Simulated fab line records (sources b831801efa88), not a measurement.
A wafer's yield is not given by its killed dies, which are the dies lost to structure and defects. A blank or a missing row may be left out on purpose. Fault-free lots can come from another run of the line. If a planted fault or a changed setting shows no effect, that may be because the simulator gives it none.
fab line records | flow sky130
record: lots: 12 | wafers: 36 | last-day: 50
route steps=708 shown METAL4@631 VIA4@639 PAD_OPEN@708
lots with no fault: from the same line, run without faults
start-h: hours from the record's first day to the start of the lot's first wafer shown | wait-h: hours since the lot's step before | " the same as in the row above | L1.1+2: a single row standing in for several wafers | - no value present, or no start provided | * or withheld: withheld | < > ~ a bound
route shown NAME@n: NAME is a module with steps in the file, n the number in the route of the first one | usual: the fault-free wafers' mean and standard deviation | same: alike in all rows | chamber/n: place in a boat | sites: readings site by site | _std_site: the standard deviation of these | _edge_site: the outer-site mean with the inner-site mean subtracted | radius-mm: for every site, how far away it sits from the centre of the wafer | mask NAME#n: copy n | behind: the last tool/chamber to shape the wafer | hold: cause of the lot's hold/its duration in hours/its outcome | device: which transistor (n, p or np) failed to switch | end of line: the route-end tests of the same wafers | step lacking rows: just its recipe | killed: dies lost to structure and defects at the first sort, not the wafer's yield | map: per-die view of a wafer (x killed, . not killed, _ where there is no die)
set.NAME: setting as actually run; set.NAME@STEP: the setting as run at that earlier step | model.NAME: the simulator's own value behind a step, which no gauge read
route steps across a sampled set of lots; one table per step, one row per wafer
services: from which hour (start-h, from the record's first day; less than 0 if before it) a tool's chamber was out of use, for how many hours, and why
== steps ==
step: SKY_METAL4_DESCUM_15
recipe: chemistry: O2 | source-power-w: 150 | bias-power-w: 0 | pressure-mtorr: 10 | temp-c: 40 | time-s: 8
usual: chamber-pressure-mTorr: 9.999/0.0087 | drypump-motor-current-A: 6.0/0.47 | oes-product-au: 1.000/0.0098
same: bias-power-w: 0
lot.wafer | tool         | chamber | start-h | wait-h | chamber-pressure-mTorr | drypump-motor-current-A | oes-product-au | rf-hours-counter-h
L208.2    | rie-metal-04 | 0       | 974.29  | 0.0    | 10.002                 | 5.7                     | 0.994          | 15
L208.3    | "            | 0       | "       | "      | 9.994                  | 5.7                     | 0.985          | -
L208.6    | "            | 0       | "       | "      | 9.994                  | 5.7                     | 0.980          | -
L209.3    | rie-metal-04 | 0       | 981.50  | 0.0    | 10.014                 | 5.7                     | 0.994          | -
L209.4    | "            | 1       | "       | "      | 10.003                 | 5.7                     | 1.012          | -
L209.5    | "            | 0       | "       | "      | 10.000                 | 5.7                     | 0.992          | -
L210.1    | rie-metal-04 | 1       | 993.49  | 0.0    | 9.998                  | 5.7                     | 1.013          | 5
L210.3    | "            | 0       | "       | "      | 9.994                  | 5.6                     | 0.999          | -
L210.4    | "            | 1       | "       | "      | 10.007                 | 5.7                     | 1.015          | -
L211.1    | rie-metal-03 | 0       | 1002.64 | 0.0    | 10.012                 | 6.1                     | 1.005          | 4
L211.2    | "            | 1       | "       | "      | 10.010                 | 6.8                     | 0.999          | 12
L211.6    | "            | 0       | "       | "      | 9.988                  | 6.1                     | 1.000          | -
L213.1    | rie-metal-03 | 0       | 1010.93 | 0.0    | 10.002                 | 6.1                     | 0.989          | 4
L213.3    | "            | 0       | "       | "      | 9.985                  | 6.1                     | 1.003          | -
L213.6    | "            | 1       | "       | "      | 9.997                  | 6.8                     | 0.989          | -
L215.1    | rie-metal-03 | 0       | 1029.84 | 0.0    | 9.981                  | 6.1                     | 1.004          | 5
L215.4    | "            | 0       | "       | "      | 9.996                  | 6.1                     | 0.996          | -
L215.6    | "            | 1       | "       | "      | 9.982                  | 6.8                     | 0.996          | -
L216.2    | rie-metal-02 | 0       | 1035.39 | 0.0    | 9.989                  | 5.4                     | 0.995          | 7
L216.3    | "            | 1       | "       | "      | 9.991                  | 6.1                     | 1.012          | -
L216.4    | "            | 0       | "       | "      | 10.000                 | 5.4                     | 1.006          | -
L224.1    | rie-metal-04 | 1       | 1106.03 | 0.0    | 10.011                 | 5.7                     | 1.003          | 13
L224.5    | "            | 1       | "       | "      | 10.010                 | 5.7                     | 1.019          | -
L224.6    | "            | 0       | "       | "      | 9.999                  | 5.7                     | 0.997          | -
L226.1    | rie-metal-04 | 0       | 1114.89 | 0.0    | 9.995                  | 5.6                     | 0.985          | 24
L226.5    | "            | 1       | "       | "      | 10.017                 | 5.7                     | 1.023          | -
L226.6    | "            | 0       | "       | "      | 10.004                 | 5.6                     | 0.990          | -
L228.1    | rie-metal-02 | 1       | 1124.09 | 0.0    | 9.989                  | 6.1                     | 1.004          | 21
L228.3    | "            | 1       | "       | "      | 9.990                  | 6.1                     | 1.005          | -
L228.4    | "            | 0       | "       | "      | 10.001                 | 5.4                     | 1.000          | -
L227.1    | rie-metal-04 | 1       | 1128.28 | 0.0    | 10.010                 | 5.7                     | 1.005          | 14
L227.2    | "            | 0       | "       | "      | 9.989                  | 5.7                     | 0.985          | 25
L227.3    | "            | 0       | "       | "      | 9.990                  | 5.6                     | 0.987          | -
L229.3    | rie-metal-02 | 1       | 1135.55 | 0.0    | 10.006                 | 6.1                     | 1.006          | -
L229.4    | "            | 0       | "       | "      | 10.008                 | 5.4                     | 1.005          | -
L229.5    | "            | 0       | "       | "      | 9.999                  | 5.4                     | 1.002          | -
step: SKY_METAL4_ETCH_17
recipe: target: SiO2 | stop-on: TiN | chemistry: C4F8/O2/Ar | source-w: 1500 | bias-w: 1200 | pressure-mtorr: 40 | c4f8-flow-sccm: withheld | O2_flow_sccm: 6 | Ar_flow_sccm: 300 | time-s: 3.9 | target-depth-a: 150
usual: chamber-pressure-mTorr: 40.00/0.039 | oes-product-au: 0.754/0.0072
lot.wafer | tool        | chamber | start-h | wait-h | chamber-pressure-mTorr | oes-product-au | rf-hours-counter-h
L208.2    | rie-diel-03 | 1       | 974.42  | 0.1    | 40.02                  | 0.762          | 15
L208.3    | "           | 2       | "       | "      | 39.97                  | 0.756          | 16
L208.6    | "           | 1       | "       | "      | 39.97                  | 0.762          | -
L209.3    | rie-diel-03 | 0       | 981.62  | 0.0    | 40.01                  | 0.761          | 10
L209.4    | "           | 3       | "       | "      | 40.04                  | 0.751          | 6
L209.5    | "           | 0       | "       | "      | 39.96                  | 0.771          | -
L210.1    | rie-diel-01 | 2       | 993.62  | 0.1    | 39.98                  | 0.753          | 20
L210.3    | "           | 3       | "       | "      | 40.04                  | 0.763          | 7
L210.4    | "           | 2       | "       | "      | 40.07                  | 0.752          | -
L211.1    | rie-diel-03 | 2       | 1002.77 | 0.1    | 40.05                  | 0.753          | 17
L211.2    | "           | 1       | "       | "      | 39.91                  | 0.754          | 16
L211.6    | "           | 2       | "       | "      | 40.03                  | 0.757          | -
L213.1    | rie-diel-01 | 3       | 1011.06 | 0.1    | 39.93                  | 0.746          | 7
L213.3    | "           | 2       | "       | "      | 40.09                  | 0.752          | -
L213.6    | "           | 2       | "       | "      | 40.09                  | 0.745          | -
L215.1    | rie-diel-02 | 3       | 1029.97 | 0.1    | 40.02                  | 0.750          | 20
L215.4    | "           | 2       | "       | "      | 40.00                  | 0.762          | 17
L215.6    | "           | 0       | "       | "      | 39.98                  | 0.761          | -
L216.2    | rie-diel-02 | 3       | 1035.52 | 0.1    | 39.94                  | 0.756          | 21
L216.3    | "           | 2       | "       | "      | 40.03                  | 0.754          | 17
L216.4    | "           | 1       | "       | "      | 40.00                  | 0.762          | 16
L224.1    | rie-diel-02 | 0       | 1106.16 | 0.1    | 39.98                  | 0.751          | 11
L224.5    | "           | 2       | "       | "      | 39.96                  | 0.757          | -
L224.6    | "           | 1       | "       | "      | 40.01                  | 0.768          | -
L226.1    | rie-diel-03 | 3       | 1115.02 | 0.1    | 39.98                  | 0.746          | 10
L226.5    | "           | 3       | "       | "      | 40.03                  | 0.746          | -
L226.6    | "           | 0       | "       | "      | 39.93                  | 0.758          | -
L228.1    | rie-diel-03 | 1       | 1124.22 | 0.1    | 40.04                  | 0.756          | 19
L228.3    | "           | 2       | "       | "      | 39.96                  | 0.741          | 20
L228.4    | "           | 0       | "       | "      | 40.03                  | 0.750          | 14
L227.1    | rie-diel-02 | 2       | 1128.41 | 0.1    | 40.00                  | 0.739          | 21
L227.2    | "           | 3       | "       | "      | 40.00                  | 0.756          | 24
L227.3    | "           | 0       | "       | "      | 39.99                  | 0.750          | 12
L229.3    | rie-diel-03 | 0       | 1135.67 | 0.0    | 39.98                  | 0.745          | 14
L229.4    | "           | 3       | "       | "      | 39.99                  | 0.764          | 11
L229.5    | "           | 1       | "       | "      | 40.05                  | 0.754          | -
step: SKY_VIA4_HDPCVD_00
recipe: material: SiO2 | target-thk-nm: 1750 | sigma-open-frac: 0.3 | time-s: 291.7 | temp-c: 400 | sih4-flow-sccm: 60 | pressure-mtorr: 6
lot.wafer  | tool      | chamber | start-h | wait-h
L208.2+3+6 | hdpcvd-01 | 0,1,0   | 975.21  | 0.0
L209.3+4+5 | hdpcvd-02 | 1,0,2   | 982.41  | 0.0
L210.1+3+4 | hdpcvd-02 | 2,0,2   | 994.41  | 0.0
L211.1+2+6 | hdpcvd-02 | 0,1,2   | 1003.56 | 0.0
L213.1+3+6 | hdpcvd-01 | 2,1,1   | 1011.89 | 0.0
L215.1+4+6 | hdpcvd-02 | 2,1,2   | 1030.76 | 0.0
L216.2+3+4 | hdpcvd-02 | 2,0,1   | 1036.31 | 0.0
L224.1+5+6 | hdpcvd-01 | 1,0,1   | 1106.95 | 0.0
L226.1+5+6 | hdpcvd-02 | 0,0,2   | 1115.94 | 0.0
L228.1+3+4 | hdpcvd-02 | 2,1,2   | 1125.01 | 0.0
L227.1+2+3 | hdpcvd-01 | 0,1,2   | 1129.20 | 0.0
L229.3+4+5 | hdpcvd-01 | 1,2,2   | 1136.76 | 0.1
step: SKY_VIA4_CVD_18
recipe: material: W | target-thk-nm: 505 | time-s: 152.14 | temp-c: 400 | pressure-torr: 40
usual: heater-power-w: 775/49
lot.wafer | tool     | chamber | start-h | wait-h | heater-power-w
L208.2    | cvd-w-01 | 1       | 999.81  | 0.0    | 711
L208.3    | "        | 0       | "       | "      | 765
L208.6    | "        | 1       | "       | "      | 715
L209.3    | cvd-w-02 | 1       | 1006.39 | 0.1    | 824
L209.4    | "        | 0       | "       | "      | 834
L209.5    | "        | 1       | "       | "      | 795
L210.1    | cvd-w-01 | 0       | 1017.90 | 0.0    | 746
L210.3    | "        | 0       | "       | "      | 751
L210.4    | "        | 1       | "       | "      | 728
L211.1    | cvd-w-01 | 0       | 1027.24 | 0.0    | 757
L211.2    | "        | 1       | "       | "      | 711
L211.6    | "        | 1       | "       | "      | 721
L213.1    | cvd-w-02 | 0       | 1035.65 | 0.0    | 868
L213.3    | "        | 1       | "       | "      | 830
L213.6    | "        | 1       | "       | "      | 825
L215.1    | cvd-w-01 | 0       | 1054.03 | 0.0    | 753
L215.4    | "        | 1       | "       | "      | 724
L215.6    | "        | 1       | "       | "      | 733
L216.2    | cvd-w-01 | 1       | 1058.74 | 0.0    | 715
L216.3    | "        | 1       | "       | "      | 713
L216.4    | "        | 0       | "       | "      | 740
L224.1    | cvd-w-01 | 0       | 1128.12 | 0.0    | 785
L224.5    | "        | 0       | "       | "      | 772
L224.6    | "        | 1       | "       | "      | 738
L226.1    | cvd-w-01 | 0       | 1135.82 | 0.0    | 753
L226.5    | "        | 0       | "       | "      | 756
L226.6    | "        | 1       | "       | "      | 710
L228.1    | cvd-w-02 | 0       | 1144.52 | 0.0    | 830
L228.3    | "        | 1       | "       | "      | 823
L228.4    | "        | 0       | "       | "      | 846
L227.1    | cvd-w-02 | 0       | 1148.14 | 0.0    | 824
L227.2    | "        | 1       | "       | "      | 779
L227.3    | "        | 1       | "       | "      | 808
L229.3    | cvd-w-02 | 0       | 1155.70 | 0.1    | 862
L229.4    | "        | 1       | "       | "      | 846
L229.5    | "        | 1       | "       | "      | 800
step: SKY_PAD_OPEN_PROBE_99
usual: defect-limited-yield: 82.5/1.9 | killed_at_M0_to_M3: 44/7.3 | killed_at_M4_up: 3.2/1.8 | killed-at-contacts: 24/5.4 | killed-at-front-end: 16/4.4 | killed-at-other: 0.3/0.48 | killed-dies: 86/9.5 | killed-open: 47/7.7 | killed-short: 39/6.4 | sort_bin_3_pad_short: 0.9/0.41 | sort_bin_5_function: 10.4/1.5 | sort_bin_6_memory: 6.2/1.1 | sort-n-pass: 406/9.5 | sort-yield-pct: 82.5/1.9
same: gross-dies: 492 | killed-at-back-side: 0 | sort_bin_4_leakage[%]: 0 | sort_bin_8_speed[%]: 0
lot.wafer | tool      | chamber | start-h | wait-h | defect-limited-yield[%] | killed_at_M0_to_M3 | killed_at_M4_up | killed-at-contacts | killed-at-front-end | killed-at-other | killed-dies | killed-open | killed-short | sort_bin_3_pad_short[%] | sort_bin_5_function[%] | sort_bin_6_memory[%] | sort-n-pass | sort-yield-pct[%]
L210.1    | prober-01 | -       | 1085.59 | 0.1    | 82.1                    | 46                 | 1               | 28                 | 13                  | 0               | 88          | 56          | 32           | 0.6                     | 10.6                   | 6.7                  | 404         | 82.1
L210.3    | prober-01 | -       | 1085.69 | 0.2    | 81.3                    | 36                 | 6               | 33                 | 17                  | 0               | 92          | 46          | 46           | 1.0                     | 10.4                   | 7.3                  | 400         | 81.3
L210.4    | prober-01 | -       | 1085.74 | 0.2    | 81.9                    | 48                 | 5               | 25                 | 11                  | 0               | 89          | 46          | 43           | 0.2                     | 12.2                   | 5.7                  | 403         | 81.9
L211.1    | prober-02 | -       | 1096.04 | 0.1    | 80.5                    | 52                 | 3               | 28                 | 12                  | 1               | 96          | 52          | 44           | 0.8                     | 10.6                   | 8.1                  | 396         | 80.5
L211.2    | prober-02 | -       | 1096.09 | 0.1    | 81.3                    | 49                 | 2               | 31                 | 10                  | 0               | 92          | 39          | 53           | 0.4                     | 11.4                   | 6.9                  | 400         | 81.3
L211.6    | prober-02 | -       | 1096.29 | 0.2    | 82.3                    | 46                 | 2               | 21                 | 17                  | 1               | 87          | 49          | 38           | 0.4                     | 12.0                   | 5.3                  | 405         | 82.3
L215.1    | prober-02 | -       | 1119.31 | 0.1    | 77.2                    | 41                 | 34              | 22                 | 15                  | 0               | 112         | 47          | 32           | 2.0                     | 15.2                   | 5.5                  | 380         | 77.2
L215.4    | prober-02 | -       | 1119.46 | 0.2    | 77.2                    | 40                 | 29              | 24                 | 18                  | 1               | 112         | 43          | 43           | 2.0                     | 14.4                   | 6.3                  | 380         | 77.2
L215.6    | prober-02 | -       | 1119.56 | 0.2    | 76.2                    | 47                 | 28              | 22                 | 20                  | 0               | 117         | 56          | 35           | 2.8                     | 13.6                   | 7.3                  | 375         | 76.2
L216.2    | prober-01 | -       | 1124.14 | 0.1    | 80.1                    | 37                 | 30              | 21                 | 10                  | 0               | 98          | 45          | 26           | 1.8                     | 12.0                   | 6.1                  | 394         | 80.1
L216.3    | prober-01 | -       | 1124.19 | 0.2    | 75.0                    | 56                 | 26              | 29                 | 12                  | 0               | 123         | 64          | 35           | 2.4                     | 15.0                   | 7.5                  | 369         | 75.0
L216.4    | prober-01 | -       | 1124.24 | 0.2    | 74.6                    | 53                 | 27              | 31                 | 13                  | 1               | 125         | 59          | 40           | 3.5                     | 13.6                   | 8.3                  | 367         | 74.6
L224.1    | prober-01 | -       | 1185.11 | 0.1    | 80.9                    | 54                 | 5               | 19                 | 16                  | 0               | 94          | 50          | 44           | 0.6                     | 11.4                   | 7.1                  | 398         | 80.9
L224.5    | prober-01 | -       | 1185.31 | 0.2    | 82.9                    | 51                 | 3               | 19                 | 11                  | 0               | 84          | 48          | 36           | 1.0                     | 9.8                    | 6.3                  | 408         | 82.9
L224.6    | prober-01 | -       | 1185.36 | 0.2    | 82.7                    | 37                 | 4               | 30                 | 14                  | 0               | 85          | 40          | 45           | 0.8                     | 11.0                   | 5.5                  | 407         | 82.7
killed by level:class
L210.1 VIA1:geometric-particle:open=18 CONTACT:geometric-particle:open=10 LI_CONTACT:geometric-particle:open=7 METAL1:geometric-particle:short=6 VIA2:geometric-particle:open=6 CONTACT:geometric-particle:short=5 METAL2:geometric-particle:short=4 VIA1:geometric-particle:short=4
L210.3 CONTACT:geometric-particle:open=10 CONTACT:geometric-particle:short=9 VIA1:geometric-particle:open=7 VIA2:geometric-particle:open=7 LOCAL_INTERCONNECT:geometric-particle:short=6 POLY_GATE:geometric-particle:short=5 POLY_GATE:geometric-particle:open=5 METAL2:geometric-particle:short=4
L210.4 VIA1:geometric-particle:open=15 CONTACT:geometric-particle:open=9 VIA1:geometric-particle:short=7 LOCAL_INTERCONNECT:geometric-particle:short=5 CONTACT:geometric-particle:short=5 METAL2:geometric-particle:short=5 VIA3:geometric-particle:open=5 LI_CONTACT:geometric-particle:open=4
L211.1 CONTACT:geometric-particle:open=13 METAL2:geometric-particle:short=11 VIA1:geometric-particle:open=8 VIA2:geometric-particle:open=8 FIELD_ISO:geometric-particle:open=5 LOCAL_INTERCONNECT:geometric-particle:short=5 CONTACT:geometric-particle:short=5 METAL1:geometric-particle:short=5
L211.2 CONTACT:geometric-particle:short=9 LOCAL_INTERCONNECT:geometric-particle:short=8 VIA3:geometric-particle:open=8 VIA1:geometric-particle:open=6 VIA1:geometric-particle:short=6 METAL2:geometric-particle:short=6 POLY_GATE:geometric-particle:short=5 VIA2:geometric-particle:short=5
L211.6 VIA1:geometric-particle:open=11 POLY_GATE:geometric-particle:open=10 METAL2:geometric-particle:short=9 METAL1:geometric-particle:short=8 CONTACT:geometric-particle:open=7 LI_CONTACT:geometric-particle:open=6 VIA2:geometric-particle:open=6 CONTACT:geometric-particle:short=4
L215.1 VIA4:unspecified=33 VIA1:geometric-particle:open=13 CONTACT:geometric-particle:open=9 VIA2:geometric-particle:open=8 POLY_GATE:geometric-particle:short=5 LI_CONTACT:geometric-particle:open=5 FIELD_ISO:geometric-particle:open=4 CONTACT:geometric-particle:short=4
L215.4 VIA4:unspecified=26 CONTACT:geometric-particle:open=10 VIA3:geometric-particle:open=8 METAL1:geometric-particle:short=7 POLY_GATE:geometric-particle:open=6 METAL2:geometric-particle:short=6 LOCAL_INTERCONNECT:geometric-particle:short=5 CONTACT:geometric-particle:short=5
L215.6 VIA4:unspecified=26 VIA1:geometric-particle:open=17 CONTACT:geometric-particle:open=10 POLY_GATE:geometric-particle:open=6 VIA2:geometric-particle:open=6 FIELD_ISO:geometric-particle:short=5 METAL2:geometric-particle:short=5 VIA3:geometric-particle:open=4
L216.2 VIA4:unspecified=27 VIA1:geometric-particle:open=13 LI_CONTACT:geometric-particle:open=7 CONTACT:geometric-particle:open=6 FIELD_ISO:geometric-particle:open=5 VIA1:geometric-particle:short=5 METAL1:geometric-particle:short=3 METAL2:geometric-particle:short=3
L216.3 VIA4:unspecified=24 LI_CONTACT:geometric-particle:open=13 VIA1:geometric-particle:open=11 VIA2:geometric-particle:open=10 VIA3:geometric-particle:open=9 CONTACT:geometric-particle:open=7 LOCAL_INTERCONNECT:geometric-particle:short=6 METAL1:geometric-particle:short=5
L216.4 VIA4:unspecified=26 VIA1:geometric-particle:open=14 VIA2:geometric-particle:open=10 CONTACT:geometric-particle:open=10 VIA3:geometric-particle:open=10 CONTACT:geometric-particle:short=8 LOCAL_INTERCONNECT:geometric-particle:short=5 METAL2:geometric-particle:short=5
L224.1 VIA1:geometric-particle:open=15 FIELD_ISO:geometric-particle:short=7 CONTACT:geometric-particle:open=7 LI_CONTACT:geometric-particle:open=6 FIELD_ISO:geometric-particle:open=5 METAL1:geometric-particle:short=5 VIA3:geometric-particle:short=5 METAL2:geometric-particle:short=5
L224.5 VIA1:geometric-particle:open=14 CONTACT:geometric-particle:open=9 METAL1:geometric-particle:short=7 VIA3:geometric-particle:open=7 LI_CONTACT:geometric-particle:open=6 VIA3:geometric-particle:short=6 VIA1:geometric-particle:short=5 POLY_GATE:geometric-particle:open=4
L224.6 CONTACT:geometric-particle:open=10 VIA1:geometric-particle:open=7 LI_CONTACT:geometric-particle:short=6 FIELD_ISO:geometric-particle:open=5 LI_CONTACT:geometric-particle:open=5 METAL1:geometric-particle:short=5 VIA2:geometric-particle:short=5 METAL4:geometric-particle:short=4
== services ==
tool         | chamber | start-h | hours | kind
hdpcvd-02    | 0       | 965.25  | -     | clean
hdpcvd-02    | 1       | 965.25  | -     | clean
hdpcvd-02    | 2       | 965.25  | -     | clean
hdpcvd-02    | -       | 975.17  | 5.5   | pm
rie-diel-01  | 1       | 1005.26 | 24.7  | repair
rie-diel-02  | 2       | 1006.47 | 5.0   | repair
rie-metal-03 | 0       | 1012.86 | 16.2  | repair
hdpcvd-02    | -       | 1026.53 | 0.8   | repair
rie-diel-01  | 3       | 1029.71 | 4.7   | repair
rie-diel-02  | 1       | 1039.14 | 9.0   | repair
cvd-w-02     | 1       | 1060.23 | 6.2   | repair
rie-diel-02  | 1       | 1065.98 | 9.5   | repair
cvd-w-01     | -       | 1082.68 | 1.7   | repair
rie-diel-02  | 3       | 1082.83 | 8.9   | repair
rie-diel-02  | 1       | 1083.22 | 3.3   | repair
rie-diel-01  | -       | 1086.42 | 0.2   | repair
rie-metal-03 | -       | 1103.27 | 0.6   | repair
cvd-w-01     | 1       | 1105.41 | 1.4   | repair
cvd-w-02     | 0       | 1115.64 | 2.7   | repair
rie-diel-02  | 3       | 1125.21 | 2.5   | repair
hdpcvd-01    | 0       | 1136.22 | 28.5  | repair
rie-metal-04 | -       | 1136.48 | 14.6  | pm
rie-metal-02 | 0       | 1139.28 | 1.3   | repair
rie-diel-02  | -       | 1149.24 | 0.9   | repair
== key ==
first-sign: step: SKY_PAD_OPEN_PROBE_99 | reading: killed_at_M4_up | direction: up | sigmas: 14 | usual: 3.2 | struck: 29
effect: step: SKY_PAD_OPEN_PROBE_99 | reading: sort_bin_3_pad_short | direction: up | sigmas: 3.8 | usual: 0.9 | struck: 2.4
met-at SKY_VIA4_HDPCVD_00
struck-lots L215,L216
not-acting-at SKY_METAL4_DESCUM_15,SKY_METAL4_ETCH_17,SKY_VIA4_CVD_18
onset-between 1003.56 1030.76
fault: kind: chamber-particle-source | tool: hdpcvd-02 | chamber: - | onset-h: 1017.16 | steps: SKY_VIA4_HDPCVD_00 | rate-per-visit-cm2: 0.76067 | end-h: 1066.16
